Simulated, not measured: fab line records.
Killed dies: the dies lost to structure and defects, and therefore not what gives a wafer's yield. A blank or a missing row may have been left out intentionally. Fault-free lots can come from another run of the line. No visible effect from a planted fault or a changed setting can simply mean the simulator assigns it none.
Matching of chambers | flow sfqLine | 4 sister chambers for SFQ_TRILAYER_I7_VIA_ETCH_VIA_ETCH_190 on rieDiel-04
The step etches SiO2 in CHF3, stops on Nb, target depth 260 nm. 14 wafers are shown with their chamber, then 7 later ones without.

== WAFERS PAIRED WITH THEIR CHAMBERS ==
wafer  | chamber | drypumpMotorCurrentA (A) | chamberPressureMTorr (mTorr) | biasW (W)
L947.2 | 3       | 5.94                     | 29.987                       | 79.75
L947.5 | 3       | 5.94                     | 30.013                       | 79.98
L947.6 | 0       | 5.51                     | 29.945                       | 79.51
L948.1 | 2       | 5.94                     | 29.992                       | 80.26
L948.2 | 3       | 5.91                     | 29.990                       | 80.17
L948.5 | 2       | 6.02                     | 30.009                       | 80.02
L949.2 | 1       | 6.10                     | 30.024                       | 80.27
L949.3 | 0       | 5.49                     | 29.983                       | 79.81
L949.4 | 2       | 5.97                     | 29.973                       | 80.21
L953.3 | 3       | 5.92                     | 30.029                       | 80.24
L953.4 | 2       | 5.93                     | 30.023                       | 79.35
L953.5 | 3       | 5.92                     | 30.004                       | 80.36
L958.2 | 3       | 5.93                     | 29.963                       | 80.18
L958.4 | 2       | 5.91                     | 30.004                       | 79.81

SIGNATURES, as means of the wafers listed above
reading              | chamber 0 | chamber 1 | chamber 2 | chamber 3 | scatter within a chamber
drypumpMotorCurrentA | 5.5000    | 6.1000    | 5.9540    | 5.9267    | 0.0287
chamberPressureMTorr | 29.96400  | 30.02400  | 30.00020  | 29.99767  | 0.0218
biasW                | 79.6600   | 80.2700   | 79.9300   | 80.1133   | 0.287
Rule: a wafer's distance from a chamber is the root of the sum, over the readings, of the square of ((its reading less the chamber's mean) divided by the reading's scatter). The wafer belongs to the nearest chamber; if the next one is less than 2 further off, it can't be placed. How the scatter is found: for the shown wafers, subtract from each reading the mean of its chamber, square and add these, divide the total by (wafers less chambers), then take the root.

== WAFERS WHOSE CHAMBER IS MISSING ==
wafer  | drypumpMotorCurrentA (A) | chamberPressureMTorr (mTorr) | biasW (W)
L958.6 | 5.93                     | 30.009                       | 80.17
L961.1 | 6.08                     | 29.987                       | 80.09
L961.3 | 5.96                     | 29.983                       | 79.99
L961.4 | 5.91                     | 30.061                       | 80.20
L962.2 | 5.93                     | 30.006                       | 80.37
L962.3 | 5.95                     | 29.978                       | 80.47
L962.4 | 5.50                     | 30.017                       | 79.94

== EACH ONE'S CHAMBER ==
wafer  | from the rows above     | in truth
L958.6 | can't be placed: 3 or 2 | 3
L961.1 | 1                       | 1
L961.3 | can't be placed: 2 or 3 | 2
L961.4 | can't be placed: 3 or 2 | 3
L962.2 | can't be placed: 3 or 2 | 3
L962.3 | can't be placed: 3 or 2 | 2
L962.4 | 0                       | 0
Correctly placed: 2 of 7. Not placeable from these rows: 5 (in 5, the candidates include the true chamber). Placed wrongly: 0.
